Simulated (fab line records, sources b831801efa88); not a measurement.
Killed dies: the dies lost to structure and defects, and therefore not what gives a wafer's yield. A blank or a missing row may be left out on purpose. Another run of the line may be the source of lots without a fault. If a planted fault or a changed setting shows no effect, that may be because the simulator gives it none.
Chamber matching / flow sky130 / SKY_VIA1_ETCH_15 on rieDiel-02: 4 sister chambers
The step etches SiO2 in C4F8/O2/Ar, stops on TiN, target depth 351 nm, time 54 s. 8 wafers are shown with their chamber, then 8 later ones without.

## WAFERS WITH THEIR CHAMBER
wafer=L495.3; chamber=0; oesProductAu (a.u.)=0.980
wafer=L496.5; chamber=0; oesProductAu (a.u.)=0.980
wafer=L496.6; chamber=3; oesProductAu (a.u.)=0.984
wafer=L500.5; chamber=2; oesProductAu (a.u.)=0.991
wafer=L501.3; chamber=3; oesProductAu (a.u.)=0.984
wafer=L501.4; chamber=1; oesProductAu (a.u.)=0.987
wafer=L501.6; chamber=2; oesProductAu (a.u.)=0.984
wafer=L503.1; chamber=1; oesProductAu (a.u.)=0.984

## WAFERS WITHOUT THEIR CHAMBER
wafer=L503.4; oesProductAu (a.u.)=0.979
wafer=L503.5; oesProductAu (a.u.)=0.982
wafer=L511.1; oesProductAu (a.u.)=0.983
wafer=L511.2; oesProductAu (a.u.)=0.984
wafer=L511.4; oesProductAu (a.u.)=0.987
wafer=L514.2; oesProductAu (a.u.)=0.979
wafer=L514.4; oesProductAu (a.u.)=0.981
wafer=L514.5; oesProductAu (a.u.)=0.984

## WHICH CHAMBER EACH WENT THROUGH
wafer=L503.4; from the rows above=can't be placed: 0 or 3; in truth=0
wafer=L503.5; from the rows above=can't be placed: 0 or 3 or 1 or 2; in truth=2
wafer=L511.1; from the rows above=can't be placed: 3 or 1 or 0 or 2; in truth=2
wafer=L511.2; from the rows above=can't be placed: 3 or 1 or 2 or 0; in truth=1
wafer=L511.4; from the rows above=can't be placed: 2 or 1 or 3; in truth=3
wafer=L514.2; from the rows above=can't be placed: 0 or 3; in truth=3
wafer=L514.4; from the rows above=can't be placed: 0 or 3 or 1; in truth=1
wafer=L514.5; from the rows above=can't be placed: 3 or 1 or 2 or 0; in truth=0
Correctly placed: 0 of 8. Can't be placed from these rows: 8 (the true chamber is among the candidates in 8). 0 placed wrongly.
How it was worked out, from the rows above alone: a wafer's distance from a chamber is the root of the sum, over the readings, of the square of ((its reading less the chamber's mean) divided by the reading's scatter). If the next closest chamber is less than 2 further off than the closest, the wafer can't be placed; otherwise it belongs to the closest. The mean given for a chamber averages the wafers shown for that chamber. The scatter is the square root of a quotient: the sum, over the shown wafers, of each reading's squared deviation from its chamber's mean, divided by wafers minus chambers.
